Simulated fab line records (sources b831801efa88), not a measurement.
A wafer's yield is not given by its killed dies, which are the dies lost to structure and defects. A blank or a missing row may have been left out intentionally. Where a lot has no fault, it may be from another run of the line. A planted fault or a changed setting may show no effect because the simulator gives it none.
fab line records	flow sky130
[record] lots = 15	wafers = 45	lastDay = 50
route steps=708 shown METAL1@435 VIA1@458 PAD_OPEN@708
lots that met no fault: from a run of the same line without faults
startH: the number of hours between the record's first day and the start of the first shown wafer of the lot	waitH: time in hours since the lot's previous step	" the same as in the row above	L1.1+2: a single row standing in for several wafers	- no value, or no start given	* or withheld: withheld	< > ~ a bound
route shown NAME@n: NAME is a module with steps in the file, n the number in the route of the first one	usual: the fault-free wafers' mean and standard deviation	same: alike in all rows	chamber/n: place in a boat	sites: the reading at each site	_std_site: standard deviation across them	_edge_site: inner sites' mean taken away from outer sites' mean	radiusMm: how far each site lies from the wafer's centre	mask NAME#n: copy n	behind: the tool/chamber that last shaped the wafer	hold: why the lot was held/for how many hours/how that ended	device: whichever transistor did not switch (one of n, p or np)	end of line: the route-end tests of the same wafers	a step given without rows: its recipe and nothing more	killed: the dies lost at the first sort to structure and to defects; this is not the yield of the wafer	map: a wafer's dies, x killed, . not, _ none there
set.NAME: the setting the step ran with; set.NAME@STEP: the setting that earlier step ran with	model.NAME: the simulator's own value behind a step, which no gauge read
route steps across a sampled set of lots; one table per step, one row per wafer
services: a tool's chamber out of use, with start hour (startH, from the record's first day; less than 0 if before it), hours out, and reason
[[steps]]
[step SKY_METAL1_SPUTTER_01]
[recipe] material = TiN	targetThkNm = 20	powerW = 6500	timeS = 16.7	chamberPressurePa = 0.4
[usual] throttleValvePct = 30.0/0.99
lot.wafer	tool	chamber	startH	waitH	throttleValvePct
L696.1	pvdSputter-01	-	721.27	0.0	29.6
L696.2	"	-	"	"	31.2
L696.4	"	-	"	"	29.4
L698.1	pvdSputter-02	-	746.81	0.0	29.6
L698.2	"	-	"	"	29.5
L698.5	"	-	"	"	31.2
L699.2	pvdSputter-01	-	750.18	0.0	31.1
L699.3	"	-	"	"	29.8
L699.6	"	-	"	"	29.8
L700.3	pvdSputter-02	-	767.69	0.0	29.2
L700.5	"	-	"	"	29.6
L700.6	"	-	"	"	31.3
L702.2	pvdSputter-02	-	779.55	0.0	31.2
L702.4	"	-	"	"	31.3
L702.6	"	-	"	"	29.7
L704.1	pvdSputter-01	-	795.20	0.0	29.7
L704.3	"	-	"	"	29.6
L704.5	"	-	"	"	30.9
L709.1	pvdSputter-04	-	855.88	0.0	30.8
L709.2	"	-	"	"	28.2
L709.3	"	-	"	"	30.2
L710.3	pvdSputter-01	-	866.36	0.0	29.6
L710.5	"	-	"	"	30.8
L710.6	"	-	"	"	29.7
L711.3	pvdSputter-04	-	872.40	0.0	30.9
L711.5	"	-	"	"	28.8
L711.6	"	-	"	"	30.1
L714.1	pvdSputter-01	-	877.37	0.0	30.5
L714.3	"	-	"	"	29.6
L714.5	"	-	"	"	30.9
L715.3	pvdSputter-01	-	881.38	0.0	31.4
L715.4	"	-	"	"	29.8
L715.5	"	-	"	"	31.4
L716.1	pvdSputter-02	-	887.02	0.0	29.6
L716.2	"	-	"	"	31.3
L716.5	"	-	"	"	29.6
L717.2	pvdSputter-04	-	909.98	0.0	28.7
L717.3	"	-	"	"	30.1
L717.5	"	-	"	"	28.4
L718.1	pvdSputter-04	-	910.91	0.0	28.8
L718.3	"	-	"	"	31.1
L718.4	"	-	"	"	30.6
L719.1	pvdSputter-01	-	925.69	0.0	29.8
L719.2	"	-	"	"	29.5
L719.5	"	-	"	"	31.6
[step SKY_METAL1_RS_MEAS_05]
[recipe] thkMeasGauge = four-point-probe	reads = TiN_of_METAL1_SPUTTER_04+Ti_of_METAL1_SPUTTER_03+AlCu_of_METAL1_SPUTTER_02+TiN_of_METAL1_SPUTTER_01+Ti_of_METAL1_SPUTTER_00
[usual] METAL1_ALCU_RS = 0.1267/0.0015
lot.wafer	tool	chamber	startH	waitH	METAL1_ALCU_RS[ohm/sq]
L696.1	filmMetro-02	-	721.39	0.0	0.1265
L696.2	"	-	"	"	0.1264
L696.4	"	-	"	"	0.1269
L698.1	filmMetro-04	-	746.93	0.0	0.1273
L698.2	"	-	"	"	0.1265
L698.5	"	-	"	"	0.1258
L699.2	filmMetro-04	-	750.32	0.0	0.1271
L699.3	"	-	"	"	0.1282
L699.6	"	-	"	"	0.1275
L700.3	filmMetro-03	-	767.85	0.1	0.1272
L700.5	"	-	"	"	0.1287
L700.6	"	-	"	"	0.1267
L702.2	filmMetro-03	-	779.69	0.0	0.1253
L702.4	"	-	"	"	0.1251
L702.6	"	-	"	"	0.1270
L704.1	filmMetro-02	-	795.31	0.0	0.1264
L704.3	"	-	"	"	0.1269
L704.5	"	-	"	"	0.1266
L709.1	filmMetro-03	-	856.00	0.0	0.1270
L709.2	"	-	"	"	0.1249
L709.3	"	-	"	"	0.1274
L710.3	filmMetro-02	-	866.52	0.1	0.1277
L710.5	"	-	"	"	0.1273
L710.6	"	-	"	"	0.1267
L711.3	filmMetro-04	-	872.56	0.1	0.1255
L711.5	"	-	"	"	0.1239
L711.6	"	-	"	"	0.1252
L714.1	filmMetro-03	-	877.49	0.0	0.1255
L714.3	"	-	"	"	0.1269
L714.5	"	-	"	"	0.1257
L715.3	filmMetro-04	-	881.54	0.1	0.1254
L715.4	"	-	"	"	0.1271
L715.5	"	-	"	"	0.1253
L716.1	filmMetro-03	-	887.14	0.0	0.1277
L716.2	"	-	"	"	0.1265
L716.5	"	-	"	"	0.1280
L717.2	filmMetro-03	-	910.12	0.0	0.1243
L717.3	"	-	"	"	0.1273
L717.5	"	-	"	"	0.1250
L718.1	filmMetro-03	-	911.02	0.0	0.1242
L718.3	"	-	"	"	0.1276
L718.4	"	-	"	"	0.1254
L719.1	filmMetro-02	-	925.81	0.0	0.1277
L719.2	"	-	"	"	0.1280
L719.5	"	-	"	"	0.1266
[step SKY_VIA1_HDPCVD_00]
[recipe] material = SiO2	targetThkNm = 1030	sigmaOpenFrac = 0.3	timeS = 171.7	tempC = 400	sih4FlowSccm = 57.23	pressureMtorr = 6
[usual] pressureMtorr = 5.998/0.013	runLengthS = 199.3/0.46	sih4FlowSccm = 57.25/0.15
lot.wafer	tool	chamber	startH	waitH	pressureMtorr	runLengthS	sih4FlowSccm
L696.1	hdpcvd-02	2	749.51	0.0	5.980	199.3	57.17
L696.2	"	0	"	"	6.011	199.3	57.35
L696.4	"	2	"	"	5.970	200.1	57.05
L698.1	hdpcvd-02	2	775.03	0.0	6.010	200.2	57.22
L698.2	"	1	"	"	6.007	199.7	57.37
L698.5	"	1	"	"	5.979	200.0	57.23
L699.2	hdpcvd-01	0	778.32	0.0	5.994	199.2	57.17
L699.3	"	1	"	"	5.989	199.6	57.46
L699.6	"	1	"	"	5.983	200.3	57.40
L700.3	hdpcvd-02	2	795.25	0.0	6.001	199.4	57.23
L700.5	"	0	"	"	5.977	199.2	57.28
L700.6	"	1	"	"	6.008	199.7	57.44
L702.2	hdpcvd-02	2	807.49	0.0	6.000	199.5	57.26
L702.4	"	2	"	"	6.003	199.5	57.39
L702.6	"	1	"	"	6.002	199.6	57.26
L704.1	hdpcvd-01	1	822.68	0.0	6.001	199.8	57.37
L704.3	"	0	"	"	5.987	199.1	57.33
L704.5	"	1	"	"	5.994	200.2	57.29
L709.1	hdpcvd-02	0	882.76	0.0	-	-	-
L709.2	"	2	"	"	-	-	-
L709.3	"	1	"	"	-	-	-
L710.3	hdpcvd-02	2	893.07	0.0	-	-	-
L710.5	"	2	"	"	-	-	-
L710.6	"	0	"	"	-	-	-
L711.3	hdpcvd-02	0	898.92	0.0	-	-	-
L711.5	"	0	"	"	-	-	-
L711.6	"	1	"	"	-	-	-
L714.1	hdpcvd-02	1	904.32	0.0	6.008	200.2	57.37
L714.3	"	2	"	"	6.010	199.2	57.16
L714.5	"	0	"	"	5.990	198.7	56.90
L715.3	hdpcvd-01	1	908.23	0.0	6.001	200.3	57.21
L715.4	"	0	"	"	6.012	199.0	57.18
L715.5	"	1	"	"	6.007	199.9	57.33
L716.1	hdpcvd-01	0	913.04	0.0	6.000	198.7	57.30
L716.2	"	1	"	"	6.005	200.4	57.28
L716.5	"	1	"	"	5.976	200.1	57.26
L717.2	hdpcvd-01	1	935.99	0.0	6.001	199.8	57.36
L717.3	"	0	"	"	6.006	199.4	57.09
L717.5	"	2	"	"	5.977	199.3	57.18
L718.1	hdpcvd-02	1	937.31	0.0	6.018	199.6	57.29
L718.3	"	2	"	"	6.009	199.2	57.33
L718.4	"	1	"	"	6.006	199.6	57.25
L719.1	hdpcvd-02	2	951.58	0.0	5.989	199.4	57.47
L719.2	"	1	"	"	5.993	200.1	57.26
L719.5	"	2	"	"	5.987	199.3	57.28
[step SKY_VIA1_OVL_MEAS_13]
[usual] VIA1_OVL = 1/5.8
lot.wafer	tool	chamber	startH	waitH	VIA1_OVL[nm]
L696.1	overlay-01	-	777.06	0.1	-1
L696.2	"	-	"	"	6
L696.4	"	-	"	"	8
L698.1	overlay-01	-	802.00	0.1	13
L698.2	"	-	"	"	3
L698.5	"	-	"	"	12
L699.2	overlay-02	-	805.45	0.1	-10
L699.3	"	-	"	"	-4
L699.6	"	-	"	"	-9
L700.3	overlay-02	-	822.66	0.1	0
L700.5	"	-	"	"	-2
L700.6	"	-	"	"	-9
L702.2	overlay-02	-	834.91	0.1	2
L702.4	"	-	"	"	-4
L702.6	"	-	"	"	-1
L704.1	overlay-02	-	849.09	0.1	10
L704.3	"	-	"	"	3
L704.5	"	-	"	"	-1
L714.1	overlay-01	-	928.91	0.1	-1
L714.3	"	-	"	"	2
L714.5	"	-	"	"	-2
L715.3	overlay-02	-	933.90	0.1	6
L715.4	"	-	"	"	3
L715.5	"	-	"	"	4
L716.1	overlay-02	-	938.71	0.1	3
L716.2	"	-	"	"	6
L716.5	"	-	"	"	1
L717.2	overlay-01	-	960.76	0.1	14
L717.3	"	-	"	"	5
L717.5	"	-	"	"	5
L718.1	overlay-02	-	962.30	0.1	3
L718.3	"	-	"	"	0
L718.4	"	-	"	"	9
L719.1	overlay-02	-	975.96	0.1	-4
L719.2	"	-	"	"	5
L719.5	"	-	"	"	0
[step SKY_PAD_OPEN_PROBE_99]
[usual] defectLimitedYield = 82.3/1.9	killed_at_M0_to_M3 = 44/7.6	killed_at_M4_up = 3.2/1.7	killedAtContacts = 24/5.7	killedAtFrontEnd = 16/3.9	killedAtOther = 0.2/0.45	killedDies = 87/9.5	killedOpen = 47/6.9	killedShort = 40/5.8	sort_bin_3_pad_short = 0.9/0.4	sort_bin_5_function = 10.4/1.4	sort_bin_6_memory = 6.4/1.1	sortNPass = 405/9.5	sortYieldPct = 82.3/1.9
[same] grossDies = 492	killedAtBackSide = 0	sort_bin_4_leakage[%] = 0	sort_bin_8_speed[%] = 0
lot.wafer	tool	chamber	startH	waitH	defectLimitedYield[%]	killed_at_M0_to_M3	killed_at_M4_up	killedAtContacts	killedAtFrontEnd	killedAtOther	killedDies	killedOpen	killedShort	sort_bin_3_pad_short[%]	sort_bin_5_function[%]	sort_bin_6_memory[%]	sortNPass	sortYieldPct[%]
L696.1	prober-02	-	1061.72	0.1	83.9	34	0	27	18	0	79	41	38	1.4	11.0	3.7	413	83.9
L696.2	prober-02	-	1061.77	0.1	79.7	57	3	22	18	0	100	56	44	1.0	12.2	7.1	392	79.7
L696.4	prober-02	-	1061.87	0.2	79.3	47	1	32	22	0	102	66	36	0.4	13.8	6.5	390	79.3
L698.1	prober-01	-	1082.16	0.1	80.7	40	2	29	24	0	95	54	41	0.4	11.0	7.9	397	80.7
L698.2	prober-01	-	1082.21	0.1	84.8	35	1	20	19	0	75	38	37	0.6	10.8	3.9	417	84.8
L698.5	prober-01	-	1082.36	0.2	84.6	31	3	26	16	0	76	45	31	0.6	8.9	5.9	416	84.6
L699.2	prober-02	-	1085.36	0.1	81.3	55	3	26	7	1	92	56	36	0.4	11.2	7.1	400	81.3
L699.3	prober-02	-	1085.41	0.2	80.1	45	6	31	15	1	98	56	42	2.2	12.0	5.7	394	80.1
L699.6	prober-02	-	1085.56	0.2	76.0	51	6	39	22	0	118	59	59	1.6	13.4	8.9	374	76.0
L700.3	prober-01	-	1099.16	0.2	80.1	49	4	25	20	0	98	53	45	0.6	12.0	7.3	394	80.1
L700.5	prober-01	-	1099.26	0.2	82.9	47	2	17	18	0	84	47	37	1.2	8.1	7.7	408	82.9
L700.6	prober-01	-	1099.31	0.2	82.1	46	4	22	16	0	88	53	35	1.4	11.4	5.1	404	82.1
L702.2	prober-01	-	1107.07	0.1	85.6	35	2	18	15	1	71	41	30	0.8	9.3	4.3	421	85.6
L702.4	prober-01	-	1107.17	0.2	81.5	46	5	32	6	2	91	52	39	0.6	12.4	5.5	401	81.5
L702.6	prober-01	-	1107.27	0.2	80.5	58	3	24	11	0	96	53	43	0.8	12.2	6.5	396	80.5
L704.1	prober-01	-	1117.30	0.1	81.7	57	2	12	19	0	90	49	41	0.6	11.8	5.9	402	81.7
L704.3	prober-01	-	1117.40	0.2	80.5	57	1	23	15	0	96	49	47	1.0	10.6	7.9	396	80.5
L704.5	prober-01	-	1117.50	0.2	81.3	49	3	25	14	1	92	46	46	0.4	12.4	5.9	400	81.3
L714.1	prober-01	-	1178.95	0.1	80.5	53	1	24	18	0	96	47	49	0.6	11.2	7.7	396	80.5
L714.3	prober-01	-	1179.05	0.2	79.9	51	2	30	16	0	99	56	43	0.6	10.4	9.1	393	79.9
L714.5	prober-01	-	1179.15	0.2	81.5	46	3	24	18	0	91	50	41	0.6	11.6	6.3	401	81.5
L715.3	prober-02	-	1181.95	0.2	80.9	42	3	28	21	0	94	51	43	0.4	11.2	7.5	398	80.9
L715.4	prober-02	-	1182.00	0.2	83.5	37	2	29	13	0	81	43	38	0.8	10.0	5.7	411	83.5
L715.5	prober-02	-	1182.05	0.2	82.1	40	3	29	16	0	88	44	44	0.6	10.0	7.3	404	82.1
L716.1	prober-01	-	1184.51	0.1	82.9	37	6	30	11	0	84	52	32	0.4	10.2	6.5	408	82.9
L716.2	prober-01	-	1184.56	0.1	82.1	41	2	31	14	0	88	48	40	1.2	9.6	7.1	404	82.1
L716.5	prober-01	-	1184.71	0.2	79.3	51	4	31	16	0	102	51	51	1.2	11.2	8.3	390	79.3
L717.2	prober-02	-	1196.09	0.1	84.1	38	3	19	18	0	78	47	31	0.6	10.2	5.1	414	84.1
L717.3	prober-02	-	1196.14	0.2	83.9	33	4	25	17	0	79	44	35	1.0	8.9	6.1	413	83.9
L717.5	prober-02	-	1196.24	0.2	83.3	39	4	27	12	0	82	44	38	0.8	10.4	5.5	410	83.3
L718.1	prober-01	-	1198.36	0.1	83.5	37	9	14	20	1	81	39	42	0.8	8.9	6.7	411	83.5
L718.3	prober-01	-	1198.46	0.2	81.1	47	5	21	20	0	93	56	37	1.0	11.0	6.9	399	81.1
L718.4	prober-01	-	1198.51	0.2	81.5	47	7	21	16	0	91	44	47	0.8	11.6	6.1	401	81.5
L719.1	prober-02	-	1203.69	0.1	77.8	55	4	31	19	0	109	63	46	1.8	14.0	6.3	383	77.8
L719.2	prober-02	-	1203.74	0.1	82.3	41	3	28	15	0	87	46	41	0.8	10.8	6.1	405	82.3
L719.5	prober-02	-	1203.89	0.2	82.1	51	3	20	13	1	88	45	43	0.8	9.1	7.9	404	82.1
// killed by level:class
L696.1 VIA1:geometricParticle:open=11 CONTACT:geometricParticle:open=11 LOCAL_INTERCONNECT:geometricParticle:short=7 VIA2:geometricParticle:open=6 FIELD_ISO:geometricParticle:short=5 CONTACT:geometricParticle:short=5 POLY_GATE:geometricParticle:short=4 VIA3:geometricParticle:open=4
L696.2 VIA1:geometricParticle:open=15 LI_CONTACT:geometricParticle:open=8 VIA1:geometricParticle:short=8 VIA3:geometricParticle:open=8 CONTACT:geometricParticle:open=7 METAL1:geometricParticle:short=7 POLY_GATE:geometricParticle:short=6 VIA2:geometricParticle:open=6
L696.4 VIA1:geometricParticle:open=16 CONTACT:geometricParticle:open=11 LI_CONTACT:geometricParticle:open=8 VIA2:geometricParticle:open=8 CONTACT:geometricParticle:short=7 POLY_GATE:geometricParticle:open=6 VIA1:geometricParticle:short=6 FIELD_ISO:geometricParticle:open=4
L698.1 CONTACT:geometricParticle:open=12 METAL1:geometricParticle:short=8 LI_CONTACT:geometricParticle:open=8 VIA1:geometricParticle:open=8 VIA1:geometricParticle:short=7 FIELD_ISO:geometricParticle:open=6 VIA2:geometricParticle:open=6 FIELD_ISO:geometricParticle:short=5
L698.2 CONTACT:geometricParticle:open=7 METAL1:geometricParticle:short=7 FIELD_ISO:geometricParticle:open=5 POLY_GATE:geometricParticle:short=5 CONTACT:geometricParticle:short=5 METAL3:geometricParticle:short=5 VIA3:geometricParticle:open=5 POLY_GATE:geometricParticle:open=4
L698.5 CONTACT:geometricParticle:open=13 FIELD_ISO:geometricParticle:open=6 VIA1:geometricParticle:open=6 LOCAL_INTERCONNECT:geometricParticle:short=5 VIA1:geometricParticle:short=5 VIA2:geometricParticle:open=5 POLY_GATE:geometricParticle:open=4 LI_CONTACT:geometricParticle:open=4
L699.2 VIA1:geometricParticle:open=14 LI_CONTACT:geometricParticle:open=13 CONTACT:geometricParticle:open=10 VIA1:geometricParticle:short=9 VIA3:geometricParticle:open=7 VIA2:geometricParticle:short=5 VIA2:geometricParticle:open=5 VIA3:geometricParticle:short=5
L699.3 CONTACT:geometricParticle:open=14 VIA1:geometricParticle:open=11 LI_CONTACT:geometricParticle:open=10 METAL1:geometricParticle:short=8 VIA3:geometricParticle:open=6 VIA3:geometricParticle:short=4 CONTACT:geometricParticle:short=4 VIA1:geometricParticle:short=4
L699.6 LI_CONTACT:geometricParticle:open=11 VIA1:geometricParticle:open=11 CONTACT:geometricParticle:open=10 POLY_GATE:geometricParticle:short=8 CONTACT:geometricParticle:short=8 LOCAL_INTERCONNECT:geometricParticle:short=7 VIA1:geometricParticle:short=7 VIA3:geometricParticle:open=7
L700.3 VIA1:geometricParticle:open=10 LI_CONTACT:geometricParticle:open=8 POLY_GATE:geometricParticle:open=7 VIA1:geometricParticle:short=7 METAL2:geometricParticle:short=6 CONTACT:geometricParticle:open=6 VIA2:geometricParticle:open=5 VIA3:geometricParticle:open=5
L700.5 VIA2:geometricParticle:open=9 VIA1:geometricParticle:open=8 METAL1:geometricParticle:short=7 CONTACT:geometricParticle:open=6 FIELD_ISO:geometricParticle:open=5 POLY_GATE:geometricParticle:open=5 VIA1:geometricParticle:short=5 VIA2:geometricParticle:short=5
L700.6 LI_CONTACT:geometricParticle:open=9 VIA1:geometricParticle:open=9 CONTACT:geometricParticle:open=7 FIELD_ISO:geometricParticle:open=6 VIA2:geometricParticle:open=6 METAL1:geometricParticle:short=6 VIA3:geometricParticle:open=6 VIA2:geometricParticle:short=5
L702.2 VIA1:geometricParticle:open=14 CONTACT:geometricParticle:open=6 VIA2:geometricParticle:open=6 FIELD_ISO:geometricParticle:open=4 LI_CONTACT:geometricParticle:open=4 LOCAL_INTERCONNECT:geometricParticle:short=4 SPACER:geometricParticle:short=3 CONTACT:geometricParticle:short=3
L702.4 CONTACT:geometricParticle:open=12 VIA2:geometricParticle:open=10 VIA1:geometricParticle:open=8 LI_CONTACT:geometricParticle:open=7 CONTACT:geometricParticle:short=6 VIA1:geometricParticle:short=6 VIA3:geometricParticle:open=5 LOCAL_INTERCONNECT:geometricParticle:short=4
L702.6 VIA2:geometricParticle:open=12 VIA1:geometricParticle:open=9 CONTACT:geometricParticle:open=8 VIA3:geometricParticle:open=7 LI_CONTACT:geometricParticle:open=6 METAL2:geometricParticle:short=6 VIA1:geometricParticle:short=5 METAL1:geometricParticle:short=4
L704.1 VIA1:geometricParticle:open=20 VIA1:geometricParticle:short=9 VIA2:geometricParticle:open=7 FIELD_ISO:geometricParticle:open=6 POLY_GATE:geometricParticle:short=6 VIA3:geometricParticle:open=6 METAL3:geometricParticle:short=4 FIELD_ISO:geometricParticle:short=3
L704.3 VIA2:geometricParticle:short=12 VIA3:geometricParticle:open=12 CONTACT:geometricParticle:open=9 VIA1:geometricParticle:open=8 LI_CONTACT:geometricParticle:open=7 METAL1:geometricParticle:short=5 VIA1:geometricParticle:short=5 METAL3:geometricParticle:short=5
L704.5 CONTACT:geometricParticle:open=10 METAL1:geometricParticle:short=8 VIA2:geometricParticle:open=8 VIA3:geometricParticle:open=8 CONTACT:geometricParticle:short=7 VIA1:geometricParticle:open=7 VIA1:geometricParticle:short=6 METAL2:geometricParticle:short=5
L714.1 VIA1:geometricParticle:open=17 METAL1:geometricParticle:short=9 LI_CONTACT:geometricParticle:open=6 CONTACT:geometricParticle:open=6 VIA1:geometricParticle:short=6 LOCAL_INTERCONNECT:geometricParticle:short=5 FIELD_ISO:geometricParticle:short=4 CONTACT:geometricParticle:short=4
L714.3 VIA1:geometricParticle:open=18 CONTACT:geometricParticle:open=11 CONTACT:geometricParticle:short=7 LI_CONTACT:geometricParticle:open=5 METAL1:geometricParticle:short=5 VIA2:geometricParticle:open=5 VIA3:geometricParticle:open=5 FIELD_ISO:geometricParticle:open=4
L714.5 VIA1:geometricParticle:open=11 VIA1:geometricParticle:short=8 CONTACT:geometricParticle:open=7 LI_CONTACT:geometricParticle:open=6 LI_CONTACT:geometricParticle:short=6 VIA2:geometricParticle:open=6 VIA3:geometricParticle:open=6 FIELD_ISO:geometricParticle:short=5
L715.3 CONTACT:geometricParticle:open=11 VIA1:geometricParticle:open=9 LI_CONTACT:geometricParticle:open=6 FIELD_ISO:geometricParticle:short=5 POLY_GATE:geometricParticle:short=5 LI_CONTACT:geometricParticle:short=5 CONTACT:geometricParticle:short=5 VIA2:geometricParticle:open=5
L715.4 CONTACT:geometricParticle:open=11 VIA1:geometricParticle:open=9 LI_CONTACT:geometricParticle:open=7 CONTACT:geometricParticle:short=5 METAL1:geometricParticle:short=5 METAL2:geometricParticle:short=4 POLY_GATE:geometricParticle:open=4 METAL3:geometricParticle:short=4
L715.5 LI_CONTACT:geometricParticle:open=9 CONTACT:geometricParticle:open=9 METAL1:geometricParticle:short=9 VIA2:geometricParticle:open=8 METAL2:geometricParticle:short=7 VIA1:geometricParticle:open=5 LI_CONTACT:geometricParticle:short=5 CONTACT:geometricParticle:short=5
L716.1 CONTACT:geometricParticle:open=10 VIA3:geometricParticle:open=10 LI_CONTACT:geometricParticle:open=8 VIA1:geometricParticle:open=7 LI_CONTACT:geometricParticle:short=6 METAL1:geometricParticle:short=5 CONTACT:geometricParticle:short=4 METAL2:geometricParticle:open=4
L716.2 CONTACT:geometricParticle:open=15 VIA1:geometricParticle:open=10 CONTACT:geometricParticle:short=7 VIA3:geometricParticle:open=7 VIA3:geometricParticle:short=6 VIA1:geometricParticle:short=5 LOCAL_INTERCONNECT:geometricParticle:short=4 VIA2:geometricParticle:open=4
L716.5 CONTACT:geometricParticle:open=11 LI_CONTACT:geometricParticle:open=9 VIA1:geometricParticle:short=8 VIA3:geometricParticle:open=7 VIA1:geometricParticle:open=7 METAL1:geometricParticle:short=6 METAL3:geometricParticle:short=6 FIELD_ISO:geometricParticle:short=5
L717.2 VIA1:geometricParticle:open=9 CONTACT:geometricParticle:open=9 METAL2:geometricParticle:short=6 VIA1:geometricParticle:short=6 VIA2:geometricParticle:open=6 FIELD_ISO:geometricParticle:open=5 LI_CONTACT:geometricParticle:open=4 POLY_GATE:geometricParticle:open=4
L717.3 CONTACT:geometricParticle:open=11 LI_CONTACT:geometricParticle:open=7 POLY_GATE:geometricParticle:open=5 METAL2:geometricParticle:short=5 VIA2:geometricParticle:open=5 FIELD_ISO:geometricParticle:open=4 POLY_GATE:geometricParticle:short=4 VIA1:geometricParticle:short=4
L717.5 VIA1:geometricParticle:open=11 LOCAL_INTERCONNECT:geometricParticle:short=7 POLY_GATE:geometricParticle:open=6 CONTACT:geometricParticle:open=6 VIA1:geometricParticle:short=5 LI_CONTACT:geometricParticle:short=5 LI_CONTACT:geometricParticle:open=5 METAL1:geometricParticle:short=5
L718.1 VIA1:geometricParticle:open=9 METAL4:geometricParticle:short=8 VIA3:geometricParticle:open=5 POLY_GATE:geometricParticle:open=5 CONTACT:geometricParticle:short=5 VIA1:geometricParticle:short=5 FIELD_ISO:geometricParticle:open=4 FIELD_ISO:geometricParticle:short=4
L718.3 VIA1:geometricParticle:open=17 CONTACT:geometricParticle:open=9 FIELD_ISO:geometricParticle:open=7 METAL2:geometricParticle:short=7 LI_CONTACT:geometricParticle:open=6 METAL1:geometricParticle:short=5 FIELD_ISO:geometricParticle:short=4 POLY_GATE:geometricParticle:open=4
L718.4 VIA1:geometricParticle:open=10 METAL2:geometricParticle:short=8 POLY_GATE:geometricParticle:short=7 VIA2:geometricParticle:open=6 LOCAL_INTERCONNECT:geometricParticle:short=5 CONTACT:geometricParticle:open=5 VIA1:geometricParticle:short=5 METAL3:geometricParticle:short=4
L719.1 VIA1:geometricParticle:open=11 VIA3:geometricParticle:open=9 VIA2:geometricParticle:open=9 CONTACT:geometricParticle:open=9 FIELD_ISO:geometricParticle:open=8 LOCAL_INTERCONNECT:geometricParticle:short=7 CONTACT:geometricParticle:short=7 METAL1:geometricParticle:short=7
L719.2 CONTACT:geometricParticle:open=10 VIA1:geometricParticle:open=10 VIA3:geometricParticle:open=7 CONTACT:geometricParticle:short=6 FIELD_ISO:geometricParticle:open=5 METAL2:geometricParticle:short=5 VIA2:geometricParticle:open=5 LI_CONTACT:geometricParticle:short=4
L719.5 VIA2:geometricParticle:open=11 VIA1:geometricParticle:open=10 VIA1:geometricParticle:short=8 CONTACT:geometricParticle:open=6 VIA3:geometricParticle:open=6 CONTACT:geometricParticle:short=5 POLY_GATE:geometricParticle:open=4 LI_CONTACT:geometricParticle:short=4
[[services]]
tool	chamber	startH	hours	kind
hdpcvd-02	-	720.40	4.3	pm
hdpcvd-01	-	724.73	2.8	pm
hdpcvd-01	1	743.33	4.1	repair
hdpcvd-01	0	749.52	6.9	repair
pvdSputter-01	-	785.73	0.7	repair
hdpcvd-02	-	816.80	2.8	pm
pvdSputter-02	-	827.26	11.6	repair
hdpcvd-02	-	831.58	5.5	pm
pvdSputter-01	-	836.39	6.2	repair
pvdSputter-02	-	840.67	1.2	repair
pvdSputter-02	-	868.18	2.4	repair
pvdSputter-02	-	880.20	4.8	repair
pvdSputter-04	-	890.21	0.9	repair
pvdSputter-04	-	890.26	5.2	repair
pvdSputter-04	-	894.11	5.4	repair
pvdSputter-02	-	931.67	1.4	repair
hdpcvd-01	-	950.25	15.0	pm
hdpcvd-01	0	950.25	15.0	ventCycle
hdpcvd-01	1	950.25	15.0	ventCycle
hdpcvd-01	2	950.25	15.0	ventCycle
[[key]]
[firstSign] step = SKY_VIA1_HDPCVD_00	reading = toolRecord	direction = missing
effect none on later readings
metAt SKY_VIA1_HDPCVD_00
struckLots L709,L710,L711
scrappedBehind SKY_VIA1_THK_MEAS_01 L709.1,L709.2,L709.3,L710.3,L710.5,L710.6,L711.3,L711.5,L711.6
notActingAt SKY_METAL1_SPUTTER_01,SKY_METAL1_RS_MEAS_05,SKY_VIA1_OVL_MEAS_13
onsetBetween 807.49 882.76
[fault] kind = skippedStepWhole	tool = hdpcvd-02	chamber = -	onsetH = 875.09	steps = SKY_VIA1_HDPCVD_00	scope = struckLotsOnly
